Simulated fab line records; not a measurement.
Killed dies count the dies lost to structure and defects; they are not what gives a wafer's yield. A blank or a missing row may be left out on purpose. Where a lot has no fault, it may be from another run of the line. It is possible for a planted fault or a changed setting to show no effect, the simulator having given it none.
What tool caused it? / flow sky130 / 12 lots (35 wafers sampled), 1 step of a 708-step route

WHAT THE GAUGES SHOWED, per wafer
SKY_NWELL_RS_MEAS_29: uses a four-point probe to measure.
lot=L513; measured=day 6 01:50; on=film metro-01; NWELL_RS (ohm/sq)=631.3 631.2 630.2
lot=L516; measured=day 6 16:16; on=film metro-03; NWELL_RS (ohm/sq)=634.0 633.3 633.8
lot=L517; measured=day 6 22:49; on=film metro-03; NWELL_RS (ohm/sq)=631.7 631.0 630.8
lot=L525; measured=day 9 01:37; on=film metro-03; NWELL_RS (ohm/sq)=631.8 633.5 629.9
lot=L527; measured=day 9 10:49; on=film metro-01; NWELL_RS (ohm/sq)=631.0 632.3 630.8
lot=L528; measured=day 9 15:07; on=film metro-03; NWELL_RS (ohm/sq)=632.0 632.1 631.2
lot=L529; measured=day 9 21:50; on=film metro-03; NWELL_RS (ohm/sq)=633.1 633.4
lot=L530; measured=day 10 03:13; on=film metro-01; NWELL_RS (ohm/sq)=632.2 631.6 631.5
lot=L531; measured=day 10 08:08; on=film metro-03; NWELL_RS (ohm/sq)=632.9 633.0 632.2
lot=L532; measured=day 10 13:14; on=film metro-03; NWELL_RS (ohm/sq)=632.7 632.1 632.8
lot=L533; measured=day 10 18:40; on=film metro-01; NWELL_RS (ohm/sq)=633.4 634.6 635.2
lot=L534; measured=day 11 10:28; on=film metro-03; NWELL_RS (ohm/sq)=632.9 632.1 632.4

WHICH TOOL RAN EACH LOT (tool, then ch and the chambers of the sampled wafers, then the start)
The record shows no process step preceding these readings.

AS READ BY THE TOOLS THEMSELVES (means over the sampled wafers that have a number; for cases with no such wafer, the mark the record gives instead)
The record holds no such reading with a usual standard deviation.

THE ANSWER, worked out from the rows above alone
Rule: what is usual is taken from the lots themselves. Put in order of their means at a reading, lots are off if they are a third of the lots or fewer, leave a main group of 4 or more, and stand apart from it by a gap of 3 or more times the standard deviation of the main group's means; of several such gaps the widest counts. The tables above print the reading to a certain number of digits; a main group whose means all agree to those digits is not used. A lot without any number at a reading at which 4 lots or more have one is off too. The other lots that the step has rows for count as sound. The gauges are gone through in route order, then the tools' own readings, and for those a lot's mean is taken as printed above. The first step at which some lot is off is used, and at that step the reading that is off furthest; a lot without a number counts as furthest.
No lot is off on any of the readings shown, so nothing can be concluded from this.

WHAT HAD BEEN PUT IN BY THE SIMULATOR
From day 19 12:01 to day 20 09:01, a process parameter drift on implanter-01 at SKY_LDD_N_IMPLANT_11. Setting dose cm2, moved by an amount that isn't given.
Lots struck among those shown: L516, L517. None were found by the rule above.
